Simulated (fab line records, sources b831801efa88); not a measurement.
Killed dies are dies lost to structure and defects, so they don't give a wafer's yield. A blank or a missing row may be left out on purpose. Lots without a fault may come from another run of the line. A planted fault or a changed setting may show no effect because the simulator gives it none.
fab line records | flow gf180mcu
record lots=5 wafers=15 last_day=33
route steps=602 shown STI@22 DNWELL@32 NWELL@42 LVPWELL@54 MVSD@66
lots that met no fault: from a run of the same line without faults
start_h: hours from the record's first day to the start of the lot's first wafer shown | wait_h: hours since the lot's step before | " the same as in the row above | L1.1+2: a row that stands for several wafers | - no value, or no start given | * or withheld: withheld | < > ~ a bound
route shown NAME@n: a module of which the file shows steps, and the number in the route of the first | usual: mean/standard deviation of fault-free wafers | same: alike in all rows | chamber/n: place in a boat | sites: the reading at each site | _std_site: their standard deviation | _edge_site: outer sites' mean less inner sites' | radius_mm: how far each site lies from the wafer's centre | mask NAME#n: copy n | behind: the tool/chamber that last shaped the wafer | hold: why the lot was held/for how many hours/how that ended | device: the transistor (n, p or np) that didn't switch | end of line: the same wafers' tests at the end of the route | a step without rows: its recipe alone | killed: dies lost to structure and defects at the first sort, not the wafer's yield | map: a wafer's dies, x killed, . not, _ none there
set.NAME: the setting as run; set.NAME@STEP: as run at that earlier step | model.NAME: the simulator's own value behind a step, which no gauge read
lots at some steps of the route; a table a step, a row a wafer
services: from which hour (start_h, from the record's first day; less than 0 if before it) a tool's chamber was out of use, for how many hours, and why
## steps
# step GF_STI_OXIDATION_21
# recipe temp_c=1000 ambient=O2 stabilise_s=600 purge_s=300 target_thk_a=150 ox_time_s=458
# usual zone_power_centre_pct=22.2/2.5
# columns lot.wafer tool chamber start_h wait_h zone_power_centre_pct
L085.1 furnace-02 0 83.49 0.0 19.6
L085.2 " 0 " " 19.5
L085.6 " 0 " " 19.5
L088.1 furnace-02 0 98.79 0.0 19.6
L088.5 " 0 " " 20.0
L088.6 " 0 " " 19.7
L091.3 furnace-01 0 114.25 0.0 24.7
L091.4 " 0 " " 24.6
L091.5 " 0 " " 25.2
L093.2 furnace-02 0 123.48 0.0 19.8
L093.3 " 0 " " 19.7
L093.4 " 0 " " 19.9
L094.1 furnace-01 0 129.15 0.0 24.8
L094.2 " 0 " " 24.8
L094.5 " 0 " " 25.1
# step GF_STI_THK_MEAS_22
# recipe reads=SiO2_of_STI_OXIDATION_21
# usual STI_OXIDATION_01_THK=15.16/0.28
# columns lot.wafer tool chamber start_h wait_h STI_OXIDATION_01_THK[nm]
L085.1 film_metro-03 - 84.62 0.0 15.16
L085.2 " - " " 15.17
L085.6 " - " " 15.57
L088.1 film_metro-01 - 99.92 0.0 15.10
L088.5 " - " " 14.91
L088.6 " - " " 14.84
L091.3 film_metro-02 - 115.40 0.0 14.74
L091.4 " - " " 14.87
L091.5 " - " " 15.05
L093.2 film_metro-03 - 124.62 0.0 15.33
L093.3 " - " " 15.22
L093.4 " - " " 15.22
L094.1 film_metro-01 - 130.28 0.0 15.27
L094.2 " - " " 15.04
L094.5 " - " " 15.04
# step GF_STI_CVD_23
# recipe material=SiO2 target_thk_nm=650 sigma_open_frac=0.3 time_s=108.3 temp_c=600 sih4_flow_sccm=60 pressure_mtorr=6
# columns lot.wafer tool chamber start_h wait_h
L085.1+2+6 hdpcvd-01 0,1,0 84.68 0.1
L088.1+5+6 hdpcvd-02 0,2,0 99.98 0.1
L091.3+4+5 hdpcvd-01 0,1,0 115.44 0.0
L093.2+3+4 hdpcvd-02 2,1,2 124.67 0.0
L094.1+2+5 hdpcvd-01 1,0,1 130.34 0.1
# step GF_STI_THK_MEAS_24
# recipe reads=SiO2_of_STI_CVD_23
# usual STI_CVD_23_THK=648/7.5
# columns lot.wafer tool chamber start_h wait_h STI_CVD_23_THK[nm]
L085.1 film_metro-01 - 84.75 0.0 656
L085.2 " - " " 661
L085.6 " - " " 647
L088.1 film_metro-03 - 100.06 0.0 658
L088.5 " - " " 648
L088.6 " - " " 638
L091.3 film_metro-02 - 115.54 0.1 641
L091.4 " - " " 629
L091.5 " - " " 629
L093.2 film_metro-03 - 124.75 0.0 649
L093.3 " - " " 649
L093.4 " - " " 645
L094.1 film_metro-03 - 130.45 0.1 647
L094.2 " - " " 646
L094.5 " - " " 643
# step GF_STI_CMP_25
# recipe stop_on=Si3N4 t_overpolish_s=33 down_force_psi=4 platen_rpm=60 target_thk_nm=524.6 pad_velocity_m_s=0.94248
# usual motor_current_A=12.2/1.3 overpolish_run_s=33.000/0.0088 time_to_endpoint_s=123/4.6
# columns lot.wafer tool chamber start_h wait_h motor_current_A overpolish_run_s time_to_endpoint_s
L085.2 cmp-01 3 84.81 0.0 13.5 32.993 130
L085.1 " 0 " " 12.5 32.986 126
L085.6 " 0 " " 12.6 33.013 124
L088.1 cmp-02 1 100.17 0.1 12.0 33.001 125
L088.5 " 0 " " 12.5 32.997 121
L088.6 " 1 " " 12.7 32.992 126
L091.3 cmp-02 1 115.58 0.0 11.6 33.015 127
L091.4 " 2 " " 13.6 32.993 118
L091.5 " 2 " " 13.4 32.995 120
L093.4 cmp-01 2 124.80 0.0 11.3 32.993 116
L093.2 " 3 " " 14.0 33.001 125
L093.3 " 0 " " 12.8 33.002 125
L094.1 cmp-01 2 130.61 0.1 11.5 32.996 113
L094.2 " 3 " " 14.2 33.007 118
L094.5 " 1 " " 9.7 33.010 126
# step GF_STI_WET_ETCH_26
# recipe chemistry=dHF target_depth_nm=94 target=SiO2 temp_c=25 dilution=10:1 time_s=188
# columns lot.wafer tool chamber start_h wait_h
L085.1+2+6 wet_bench-03 0 85.11 0.2
L088.1+5+6 wet_bench-03 1 100.42 0.2
L091.3+4+5 wet_bench-01 3 115.88 0.2
L093.2+3+4 wet_bench-02 0 125.10 0.2
L094.1+2+5 wet_bench-03 2 130.81 0.1
# step GF_STI_WET_ETCH_27
# recipe chemistry=H3PO4 target_depth_nm=160 target=Si3N4 temp_c=160 time_s=1825
# columns lot.wafer tool chamber start_h wait_h
L085.1+2+6 wet_bench-01 1 85.18 0.0
L088.1+5+6 wet_bench-03 3 100.48 0.0
L091.3+4+5 wet_bench-02 2 115.94 0.0
L093.2+3+4 wet_bench-03 1 125.17 0.0
L094.1+2+5 wet_bench-01 3 130.88 0.0
# step GF_STI_WET_ETCH_28
# recipe chemistry=dHF target_depth_nm=20 dry=ipa_marangoni target=SiO2 temp_c=25 dilution=10:1 time_s=40
# columns lot.wafer tool chamber start_h wait_h
L085.1+2+6 wet_bench-03 0 85.69 0.0
L088.1+5+6 wet_bench-03 3 100.99 0.0
L091.3+4+5 wet_bench-03 1 116.46 0.0
L093.2+3+4 wet_bench-03 0 125.78 0.0
L094.1+2+5 wet_bench-03 1 131.44 0.0
# step GF_STI_OXIDATION_29
# recipe temp_c=900 ambient=O2 stabilise_s=600 purge_s=300 target_thk_a=100 ox_time_s=1418
# usual zone_power_centre_pct=17.1/1.9
# columns lot.wafer tool chamber start_h wait_h zone_power_centre_pct
L085.1 furnace-02 0 86.17 0.5 15.9
L085.2 " 0 " " 15.7
L085.6 " 0 " " 15.5
L088.1 furnace-01 0 101.18 0.2 19.6
L088.5 " 0 " " 19.2
L088.6 " 0 " " 19.5
L091.3 furnace-02 0 116.89 0.4 15.7
L091.4 " 0 " " 15.8
L091.5 " 0 " " 15.8
L093.2 furnace-02 0 126.11 0.3 15.3
L093.3 " 0 " " 15.6
L093.4 " 0 " " 15.5
L094.1 furnace-01 0 131.67 0.2 19.5
L094.2 " 0 " " 19.7
L094.5 " 0 " " 19.7
# step GF_STI_THK_MEAS_30
# recipe reads=SiO2_of_STI_OXIDATION_29
# usual STI_OXIDATION_02_THK=10.10/0.21
# columns lot.wafer tool chamber start_h wait_h STI_OXIDATION_02_THK[nm]
L085.1 film_metro-01 - 87.57 0.0 10.23
L085.2 " - " " 10.08
L085.6 " - " " 10.19
L088.1 film_metro-01 - 102.57 0.0 9.98
L088.5 " - " " 9.99
L088.6 " - " " 10.12
L091.3 film_metro-03 - 118.30 0.0 10.32
L091.4 " - " " 10.33
L091.5 " - " " 10.26
L093.2 film_metro-01 - 127.51 0.0 10.18
L093.3 " - " " 10.02
L093.4 " - " " 10.21
L094.1 film_metro-03 - 133.06 0.0 10.21
L094.2 " - " " 10.18
L094.5 " - " " 10.24
# step GF_DNWELL_DEHYDRATE_00
# recipe temp_c=200 time_s=60
# columns lot.wafer tool chamber start_h wait_h
L085.1+2+6 litho_track-02 0 93.71 6.1
L088.1+5+6 litho_track-01 0 109.23 6.7
L091.3+4+5 litho_track-02 0 125.51 7.2
L093.2+3+4 litho_track-01 0 135.06 7.5
L094.1+2+5 litho_track-03 0 139.67 6.6
# step GF_DNWELL_HMDS_01
# recipe prime_time_s=60 prime_temp_c=120
# usual prime_temp_c=119.98/0.14
# columns lot.wafer tool chamber start_h wait_h prime_temp_c
L085.1 litho_track-02 0 93.86 0.1 120.09
L085.2 " 0 " " 120.06
L085.6 " 0 " " 120.07
L088.1 litho_track-01 0 109.38 0.1 120.14
L088.5 " 0 " " 120.21
L088.6 " 0 " " 120.08
L091.3 litho_track-02 0 125.66 0.1 119.82
L091.4 " 0 " " 120.07
L091.5 " 0 " " 119.93
L093.2 litho_track-01 0 135.21 0.1 120.17
L093.3 " 0 " " 120.00
L093.4 " 0 " " 120.18
L094.1 litho_track-03 0 139.82 0.1 120.17
L094.2 " 0 " " 120.00
L094.5 " 0 " " 120.14
# step GF_DNWELL_COAT_02
# recipe spin_rpm=2000 resist_thk_nm=3000
# columns lot.wafer tool chamber start_h wait_h
L085.1+2+6 litho_track-02 0 94.01 0.1
L088.1+5+6 litho_track-01 0 109.53 0.1
L091.3+4+5 litho_track-02 0 125.81 0.1
L093.2+3+4 litho_track-01 0 135.36 0.1
L094.1+2+5 litho_track-03 0 139.97 0.1
# step GF_DNWELL_SOFTBAKE_03
# recipe temp_c=110 time_s=withheld
# columns lot.wafer tool chamber start_h wait_h
L085.1+2+6 litho_track-02 0 94.16 0.1
L088.1+5+6 litho_track-01 0 109.68 0.1
L091.3+4+5 litho_track-02 0 125.97 0.1
L093.2+3+4 litho_track-01 0 135.52 0.1
L094.1+2+5 litho_track-03 0 140.12 0.1
# step GF_DNWELL_EXPOSE_04
# recipe mask_id=DNWELL target_cd_nm=1700 na=0.6 source_shape=conventional sigma_outer=0.6 dose_mj=260
# same sigma_outer=0.6
# columns lot.wafer tool chamber start_h wait_h mask
L085.1+2+6 iline_stepper-01 0 - - DNWELL#0
L088.1+5+6 iline_stepper-02 0 - - DNWELL#0
L091.3+4+5 iline_stepper-02 0 - - DNWELL#0
L093.2+3+4 iline_stepper-02 0 - - DNWELL#0
L094.1+2+5 iline_stepper-01 0 - - DNWELL#0
# step GF_DNWELL_PEB_05
# recipe temp_c=115 time_s=withheld
# columns lot.wafer tool chamber start_h wait_h
L085.1+2+6 litho_track-03 0 - -
L088.1+5+6 litho_track-02 0 - -
L091.3+4+5 litho_track-01 0 - -
L093.2+3+4 litho_track-02 0 - -
L094.1+2+5 litho_track-02 0 - -
# step GF_DNWELL_DEVELOP_06
# recipe wall_angle_deg=90 develop_time_s=60 dev_temp_c=23
# columns lot.wafer tool chamber start_h wait_h
L085.1+2+6 litho_track-03 0 - -
L088.1+5+6 litho_track-02 0 - -
L091.3+4+5 litho_track-01 0 - -
L093.2+3+4 litho_track-02 0 - -
L094.1+2+5 litho_track-02 0 - -
# step GF_DNWELL_IMPLANT_07
# recipe species=P energy_kev=1500 dose_cm2=1e+13 tilt_deg=0
# same implant_ion_amu=31
# columns lot.wafer tool chamber start_h wait_h
L085.1+2+6 implanter-02 0 101.27 -
L088.1+5+6 implanter-01 0 116.96 -
L091.3+4+5 implanter-02 0 133.38 -
L093.2+3+4 implanter-01 0 143.13 -
L094.1+2+5 implanter-03 0 148.06 -
# step GF_DNWELL_STRIP_08
# recipe chemistry=O2/N2 power_w=1400 pressure_mtorr=1500 platen_temp_c=250 o2_flow_sccm=3000 n2_flow_sccm=300 overash_fraction=0.5
# usual drypump_motor_current_A=5.74/0.26 heater_power_w=344/32 oes_product_au=0.722/0.0047 strip_time_to_endpoint_s=36.97/0.084
# columns lot.wafer tool chamber start_h wait_h drypump_motor_current_A heater_power_w oes_product_au rf_hours_counter_h strip_time_to_endpoint_s
L085.1 plasma_asher-01 0 101.42 0.1 5.93 365 0.718 39 36.89
L085.2 " 1 " " 5.61 393 0.728 39 36.87
L085.6 " 0 " " 5.89 367 0.719 - 36.94
L088.1 plasma_asher-04 1 117.11 0.1 5.73 337 0.722 33 37.03
L088.5 " 0 " " 5.78 315 0.716 - 37.07
L088.6 " 1 " " 5.70 352 0.713 - 37.07
L091.3 plasma_asher-02 1 133.52 0.1 5.23 288 0.718 - 36.88
L091.4 " 0 " " 6.15 321 0.713 - 37.01
L091.5 " 1 " " 5.19 287 0.729 - 36.97
L093.2 plasma_asher-01 0 143.26 0.1 5.93 360 0.718 43 37.05
L093.3 " 0 " " 5.91 368 0.725 - 37.09
L093.4 " 1 " " 5.62 388 0.716 - 37.02
L094.1 plasma_asher-01 0 148.21 0.1 5.90 361 0.722 44 37.10
L094.2 " 1 " " 5.64 379 0.723 44 37.00
L094.5 " 0 " " 5.87 353 0.724 - 37.01
# step GF_DNWELL_TW_MEAS_09
# usual DNWELL_TW=1347/13
# columns lot.wafer tool chamber start_h wait_h DNWELL_TW
L085.1 film_metro-04 - 101.52 0.1 1362
L085.2 " - " " 1366
L085.6 " - " " 1358
L088.1 film_metro-02 - 117.21 0.1 1338
L088.5 " - " " 1339
L088.6 " - " " 1335
L091.3 film_metro-03 - 133.60 0.1 1349
L091.4 " - " " 1335
L091.5 " - " " 1331
L093.2 film_metro-03 - 143.37 0.1 1346
L093.3 " - " " 1337
L093.4 " - " " 1343
L094.1 film_metro-03 - 148.31 0.1 1348
L094.2 " - " " 1346
L094.5 " - " " 1337
# step GF_NWELL_DEHYDRATE_00
# recipe temp_c=200 time_s=60
# columns lot.wafer tool chamber start_h wait_h
L085.1+2+6 litho_track-04 0 107.37 5.8
L088.1+5+6 litho_track-04 0 123.67 6.4
L091.3+4+5 litho_track-01 0 140.23 6.6
L093.2+3+4 litho_track-04 0 150.79 7.4
L094.1+2+5 litho_track-04 0 155.07 6.7
# step GF_NWELL_HMDS_01
# recipe prime_time_s=60 prime_temp_c=120
# usual prime_temp_c=120.01/0.13
# columns lot.wafer tool chamber start_h wait_h prime_temp_c
L085.1 litho_track-04 0 107.52 0.1 119.91
L085.2 " 0 " " 120.06
L085.6 " 0 " " 119.98
L088.1 litho_track-04 0 123.82 0.1 119.98
L088.5 " 0 " " 119.81
L088.6 " 0 " " 119.70
L091.3 litho_track-01 0 140.38 0.1 119.72
L091.4 " 0 " " 120.06
L091.5 " 0 " " 119.90
L093.2 litho_track-04 0 150.94 0.1 119.98
L093.3 " 0 " " 120.07
L093.4 " 0 " " 119.95
L094.1 litho_track-04 0 155.22 0.1 119.99
L094.2 " 0 " " 119.85
L094.5 " 0 " " 119.83
# step GF_NWELL_COAT_02
# recipe spin_rpm=2000 resist_thk_nm=3000
# columns lot.wafer tool chamber start_h wait_h
L085.1+2+6 litho_track-04 0 107.67 0.1
L088.1+5+6 litho_track-04 0 123.97 0.1
L091.3+4+5 litho_track-01 0 140.53 0.1
L093.2+3+4 litho_track-04 0 151.09 0.1
L094.1+2+5 litho_track-04 0 155.37 0.1
# step GF_NWELL_SOFTBAKE_03
# recipe temp_c=110 time_s=withheld
# columns lot.wafer tool chamber start_h wait_h
L085.1+2+6 litho_track-04 0 107.82 0.1
L088.1+5+6 litho_track-04 0 124.12 0.1
L091.3+4+5 litho_track-01 0 140.70 0.1
L093.2+3+4 litho_track-04 0 151.25 0.1
L094.1+2+5 litho_track-04 0 155.52 0.1
# step GF_NWELL_EXPOSE_04
# recipe mask_id=Nwell target_cd_nm=860 na=0.6 source_shape=conventional sigma_outer=0.6 dose_mj=260
# same sigma_outer=0.6
# columns lot.wafer tool chamber start_h wait_h mask
L085.1+2+6 iline_stepper-02 0 - - Nwell#0
L088.1+5+6 iline_stepper-01 0 - - Nwell#0
L091.3+4+5 iline_stepper-02 0 - - Nwell#0
L093.2+3+4 iline_stepper-02 0 - - Nwell#0
L094.1+2+5 iline_stepper-01 0 - - Nwell#0
# step GF_NWELL_PEB_05
# recipe temp_c=115 time_s=withheld
# columns lot.wafer tool chamber start_h wait_h
L085.1+2+6 litho_track-01 0 - -
L088.1+5+6 litho_track-04 0 - -
L091.3+4+5 litho_track-01 0 - -
L093.2+3+4 litho_track-03 0 - -
L094.1+2+5 litho_track-04 0 - -
# step GF_NWELL_DEVELOP_06
# recipe wall_angle_deg=90 develop_time_s=60 dev_temp_c=23
# columns lot.wafer tool chamber start_h wait_h
L085.1+2+6 litho_track-01 0 - -
L088.1+5+6 litho_track-04 0 - -
L091.3+4+5 litho_track-01 0 - -
L093.2+3+4 litho_track-03 0 - -
L094.1+2+5 litho_track-04 0 - -
# step GF_NWELL_OVL_MEAS_07
# usual NWELL_OVL=0.4/1.3
# columns lot.wafer tool chamber start_h wait_h NWELL_OVL[nm]
L085.1 overlay-01 - 115.03 - -1.6
L085.2 " - " " -1.8
L085.6 " - " " 0.1
L088.1 overlay-02 - 131.72 - 0.9
L088.5 " - " " 2.0
L088.6 " - " " 3.2
L091.3 overlay-02 - 148.40 - -0.3
L091.4 " - " " 0.9
L091.5 " - " " -0.2
L093.2 overlay-02 - 159.13 - 0.9
L093.3 " - " " 1.6
L093.4 " - " " 0.6
L094.1 overlay-02 - 163.47 - 1.9
L094.2 " - " " 1.0
L094.5 " - " " 2.0
# step GF_NWELL_IMPLANT_08
# recipe species=P energy_kev=450 dose_cm2=1.5e+13 tilt_deg=0
# same implant_ion_amu=31
# columns lot.wafer tool chamber start_h wait_h
L085.1+2+6 implanter-01 0 115.07 0.0
L088.1+5+6 implanter-01 0 131.75 0.0
L091.3+4+5 implanter-01 0 148.47 0.1
L093.2+3+4 implanter-04 0 159.18 0.0
L094.1+2+5 implanter-01 0 163.50 0.0
# step GF_NWELL_IMPLANT_09
# recipe species=P energy_kev=160 dose_cm2=4e+12 tilt_deg=0
# same implant_ion_amu=31
# columns lot.wafer tool chamber start_h wait_h
L085.1+2+6 implanter-01 0 115.22 0.1
L088.1+5+6 implanter-01 0 131.90 0.1
L091.3+4+5 implanter-01 0 148.62 0.1
L093.2+3+4 implanter-04 0 159.33 0.1
L094.1+2+5 implanter-01 0 163.65 0.1
# step GF_NWELL_STRIP_10
# recipe chemistry=O2/N2 power_w=1400 pressure_mtorr=1500 platen_temp_c=250 o2_flow_sccm=3000 n2_flow_sccm=300 overash_fraction=0.5
# usual drypump_motor_current_A=5.75/0.27 heater_power_w=324/23 oes_product_au=0.722/0.0046 strip_time_to_endpoint_s=36.93/0.11
# columns lot.wafer tool chamber start_h wait_h drypump_motor_current_A heater_power_w oes_product_au rf_hours_counter_h strip_time_to_endpoint_s
L085.1 plasma_asher-03 1 115.37 0.1 5.86 367 0.719 43 36.90
L085.2 " 0 " " 5.76 315 0.719 43 36.79
L085.6 " 1 " " 5.86 367 0.723 - 36.89
L088.1 plasma_asher-02 0 132.05 0.1 6.16 323 0.726 1 36.90
L088.5 " 0 " " 6.17 326 0.720 - 36.82
L088.6 " 1 " " 5.22 286 0.718 - 36.92
L091.3 plasma_asher-04 1 148.75 0.1 5.72 351 0.722 - 36.90
L091.4 " 0 " " 5.83 311 0.719 - 36.82
L091.5 " 1 " " 5.73 347 0.722 - 36.81
L093.2 plasma_asher-02 0 159.46 0.1 6.14 323 0.722 4 36.99
L093.3 " 0 " " 6.14 328 0.720 - 36.95
L093.4 " 1 " " 5.19 284 0.729 - 36.98
L094.1 plasma_asher-04 1 163.80 0.1 5.71 340 0.727 38 36.92
L094.2 " 0 " " 5.78 305 0.722 38 37.02
L094.5 " 0 " " 5.78 311 0.723 - 37.00
# step GF_NWELL_TW_MEAS_11
# usual NWELL_TW=1570/15
# columns lot.wafer tool chamber start_h wait_h NWELL_TW
L085.1 film_metro-01 - 115.47 0.1 1588
L085.2 " - " " 1585
L085.6 " - " " 1574
L088.1 film_metro-02 - 132.15 0.1 1541
L088.5 " - " " 1545
L088.6 " - " " 1550
L091.3 film_metro-04 - 148.84 0.1 1587
L091.4 " - " " 1585
L091.5 " - " " 1595
L093.2 film_metro-04 - 159.57 0.1 1569
L093.3 " - " " 1573
L093.4 " - " " 1583
L094.1 film_metro-02 - 163.90 0.1 1538
L094.2 " - " " 1548
L094.5 " - " " 1545
# step GF_LVPWELL_DEHYDRATE_00
# recipe temp_c=200 time_s=60
# columns lot.wafer tool chamber start_h wait_h
L085.1+2+6 litho_track-02 0 121.71 6.2
L088.1+5+6 litho_track-01 0 138.63 6.5
L091.3+4+5 litho_track-04 0 155.77 6.9
L093.2+3+4 litho_track-04 0 165.84 6.3
L094.1+2+5 litho_track-04 0 170.42 6.5
# step GF_LVPWELL_HMDS_01
# recipe prime_time_s=60 prime_temp_c=120
# usual prime_temp_c=120.00/0.14
# columns lot.wafer tool chamber start_h wait_h prime_temp_c
L085.1 litho_track-02 0 121.86 0.1 120.25
L085.2 " 0 " " 120.03
L085.6 " 0 " " 120.13
L088.1 litho_track-01 0 138.78 0.1 120.03
L088.5 " 0 " " 120.05
L088.6 " 0 " " 120.12
L091.3 litho_track-04 0 155.92 0.1 120.07
L091.4 " 0 " " 119.83
L091.5 " 0 " " 119.90
L093.2 litho_track-04 0 165.99 0.1 120.00
L093.3 " 0 " " 120.07
L093.4 " 0 " " 119.86
L094.1 litho_track-04 0 170.57 0.1 120.01
L094.2 " 0 " " 120.02
L094.5 " 0 " " 119.81
# step GF_LVPWELL_COAT_02
# recipe spin_rpm=2000 resist_thk_nm=3000
# columns lot.wafer tool chamber start_h wait_h
L085.1+2+6 litho_track-02 0 122.01 0.1
L088.1+5+6 litho_track-01 0 138.93 0.1
L091.3+4+5 litho_track-04 0 156.07 0.1
L093.2+3+4 litho_track-04 0 166.14 0.1
L094.1+2+5 litho_track-04 0 170.72 0.1
# step GF_LVPWELL_SOFTBAKE_03
# recipe temp_c=110 time_s=withheld
# columns lot.wafer tool chamber start_h wait_h
L085.1+2+6 litho_track-02 0 122.16 0.1
L088.1+5+6 litho_track-01 0 139.08 0.1
L091.3+4+5 litho_track-04 0 156.23 0.1
L093.2+3+4 litho_track-04 0 166.30 0.1
L094.1+2+5 litho_track-04 0 170.87 0.1
# step GF_LVPWELL_EXPOSE_04
# recipe mask_id=LVPWELL target_cd_nm=600 na=0.6 source_shape=conventional sigma_outer=0.6 dose_mj=260
# same sigma_outer=0.6
# columns lot.wafer tool chamber start_h wait_h mask
L085.1+2+6 iline_stepper-02 0 - - LVPWELL#0
L088.1+5+6 iline_stepper-02 0 - - LVPWELL#0
L091.3+4+5 iline_stepper-02 0 - - LVPWELL#0
L093.2+3+4 iline_stepper-02 0 - - LVPWELL#0
L094.1+2+5 iline_stepper-02 0 - - LVPWELL#0
# step GF_LVPWELL_PEB_05
# recipe temp_c=115 time_s=withheld
# columns lot.wafer tool chamber start_h wait_h
L085.1+2+6 litho_track-02 0 - -
L088.1+5+6 litho_track-02 0 - -
L091.3+4+5 litho_track-04 0 - -
L093.2+3+4 litho_track-02 0 - -
L094.1+2+5 litho_track-04 0 - -
# step GF_LVPWELL_DEVELOP_06
# recipe wall_angle_deg=90 develop_time_s=60 dev_temp_c=23
# columns lot.wafer tool chamber start_h wait_h
L085.1+2+6 litho_track-02 0 - -
L088.1+5+6 litho_track-02 0 - -
L091.3+4+5 litho_track-04 0 - -
L093.2+3+4 litho_track-02 0 - -
L094.1+2+5 litho_track-04 0 - -
# step GF_LVPWELL_OVL_MEAS_07
# usual LVPWELL_OVL=0.6/1.3
# columns lot.wafer tool chamber start_h wait_h LVPWELL_OVL[nm]
L085.1 overlay-02 - 129.91 - 1.5
L085.2 " - " " 1.2
L085.6 " - " " -0.8
L088.1 overlay-02 - 147.06 - 1.6
L088.5 " - " " -0.4
L088.6 " - " " -1.9
L091.3 overlay-02 - 164.48 - -2.1
L091.4 " - " " -0.4
L091.5 " - " " 0.6
L093.2 overlay-01 - 172.81 - 0.3
L093.3 " - " " -1.1
L093.4 " - " " 1.8
L094.1 overlay-02 - 176.47 - 0.2
L094.2 " - " " -0.1
L094.5 " - " " -0.2
# step GF_LVPWELL_IMPLANT_08
# recipe species=B energy_kev=170 dose_cm2=1.5e+13 tilt_deg=0
# same implant_ion_amu=11
# columns lot.wafer tool chamber start_h wait_h
L085.1+2+6 implanter-02 0 129.94 0.0
L088.1+5+6 implanter-01 0 147.09 0.0
L091.3+4+5 implanter-01 0 164.55 0.1
L093.2+3+4 implanter-02 0 172.87 0.0
L094.1+2+5 implanter-04 0 176.50 0.0
# step GF_LVPWELL_IMPLANT_09
# recipe species=B energy_kev=60 dose_cm2=5e+12 tilt_deg=0
# same implant_ion_amu=11
# columns lot.wafer tool chamber start_h wait_h
L085.1+2+6 implanter-02 0 130.09 0.1
L088.1+5+6 implanter-01 0 147.24 0.1
L091.3+4+5 implanter-01 0 164.70 0.1
L093.2+3+4 implanter-02 0 173.02 0.1
L094.1+2+5 implanter-04 0 176.65 0.1
# step GF_LVPWELL_STRIP_10
# recipe chemistry=O2/N2 power_w=1400 pressure_mtorr=1500 platen_temp_c=250 o2_flow_sccm=3000 n2_flow_sccm=300 overash_fraction=0.5
# usual drypump_motor_current_A=5.79/0.097 heater_power_w=353/27 oes_product_au=0.723/0.0041 strip_time_to_endpoint_s=36.91/0.099
# columns lot.wafer tool chamber start_h wait_h drypump_motor_current_A heater_power_w oes_product_au rf_hours_counter_h strip_time_to_endpoint_s
L085.1 plasma_asher-01 1 130.24 0.1 5.61 379 0.724 42 36.99
L085.2 " 0 " " 5.89 367 0.727 42 37.06
L085.6 " 1 " " 5.65 389 0.721 - 37.14
L088.1 plasma_asher-03 1 147.39 0.1 5.87 366 0.726 47 36.95
L088.5 " 1 " " 5.86 360 0.723 - 36.98
L088.6 " 0 " " 5.79 318 0.723 - 36.90
L091.3 plasma_asher-03 0 164.84 0.1 5.76 312 0.724 - 36.82
L091.4 " 1 " " 5.85 363 0.725 - 36.78
L091.5 " 1 " " 5.85 356 0.720 - 36.80
L093.2 plasma_asher-03 0 173.14 0.1 5.77 309 0.721 49 36.84
L093.3 " 0 " " 5.79 312 0.728 - 36.80
L093.4 " 1 " " 5.85 352 0.724 - 36.77
L094.1 plasma_asher-03 1 176.80 0.1 5.86 364 0.719 49 36.95
L094.2 " 0 " " 5.79 316 0.718 49 36.76
L094.5 " 0 " " 5.79 308 0.713 - 36.76
# step GF_LVPWELL_TW_MEAS_11
# usual LVPWELL_TW=556/5.8
# columns lot.wafer tool chamber start_h wait_h LVPWELL_TW
L085.1 film_metro-04 - 130.34 0.1 557
L085.2 " - " " 557
L085.6 " - " " 557
L088.1 film_metro-02 - 147.49 0.1 547
L088.5 " - " " 550
L088.6 " - " " 551
L091.3 film_metro-02 - 164.92 0.1 549
L091.4 " - " " 549
L091.5 " - " " 549
L093.2 film_metro-04 - 173.25 0.1 556
L093.3 " - " " 553
L093.4 " - " " 558
L094.1 film_metro-01 - 176.90 0.1 565
L094.2 " - " " 565
L094.5 " - " " 564
# step GF_MVSD_DEHYDRATE_00
# recipe temp_c=200 time_s=60
# columns lot.wafer tool chamber start_h wait_h
L085.1+2+6 litho_track-04 0 136.87 6.5
L088.1+5+6 litho_track-03 0 154.27 6.8
L091.3+4+5 litho_track-02 0 171.51 6.6
L093.2+3+4 litho_track-04 0 177.79 4.5
L094.1+2+5 litho_track-02 0 181.51 4.6
# step GF_MVSD_HMDS_01
# recipe prime_time_s=60 prime_temp_c=120
# usual prime_temp_c=119.98/0.13
# columns lot.wafer tool chamber start_h wait_h prime_temp_c
L085.1 litho_track-04 0 137.02 0.1 119.87
L085.2 " 0 " " 119.81
L085.6 " 0 " " 119.76
L088.1 litho_track-03 0 154.42 0.1 119.91
L088.5 " 0 " " 120.08
L088.6 " 0 " " 119.98
L091.3 litho_track-02 0 171.66 0.1 120.09
L091.4 " 0 " " 119.89
L091.5 " 0 " " 119.99
L093.2 litho_track-04 0 177.94 0.1 119.87
L093.3 " 0 " " 119.88
L093.4 " 0 " " 119.96
L094.1 litho_track-02 0 181.66 0.1 119.93
L094.2 " 0 " " 119.90
L094.5 " 0 " " 119.84
# step GF_MVSD_COAT_02
# recipe spin_rpm=2000 resist_thk_nm=3000
# columns lot.wafer tool chamber start_h wait_h
L085.1+2+6 litho_track-04 0 137.17 0.1
L088.1+5+6 litho_track-03 0 154.57 0.1
L091.3+4+5 litho_track-02 0 171.81 0.1
L093.2+3+4 litho_track-04 0 178.09 0.1
L094.1+2+5 litho_track-02 0 181.81 0.1
# step GF_MVSD_SOFTBAKE_03
# recipe temp_c=110 time_s=withheld
# columns lot.wafer tool chamber start_h wait_h
L085.1+2+6 litho_track-04 0 137.32 0.1
L088.1+5+6 litho_track-03 0 154.72 0.1
L091.3+4+5 litho_track-02 0 171.97 0.1
L093.2+3+4 litho_track-04 0 178.25 0.1
L094.1+2+5 litho_track-02 0 181.96 0.1
## services
# columns tool chamber start_h hours kind
cmp-02 - 59.77 3.8 repair
iline_stepper-01 - 62.28 4.3 pm
cmp-01 - 64.06 4.0 pm
cmp-02 - 65.00 1.5 repair
implanter-02 - 65.74 3.3 repair
furnace-01 - 74.86 3.1 pm
implanter-03 - 86.99 13.8 pm
hdpcvd-02 - 90.54 0.8 repair
implanter-01 - 99.45 2.4 pm
implanter-03 - 100.76 4.0 pm
implanter-02 - 104.91 3.5 pm
plasma_asher-02 - 108.75 9.0 pm
cmp-02 - 116.72 1.7 repair
plasma_asher-01 - 124.96 1.0 repair
hdpcvd-01 2 126.03 5.1 repair
iline_stepper-01 - 129.66 1.7 pm
iline_stepper-02 - 131.33 1.7 pm
implanter-01 - 134.84 2.9 pm
implanter-03 - 137.69 5.5 repair
iline_stepper-01 - 138.20 2.1 pm
implanter-01 - 150.30 1.3 repair
wet_bench-03 - 157.92 0.9 repair
implanter-04 - 160.36 6.1 pm
cmp-01 - 167.75 0.3 repair
## key
fault none
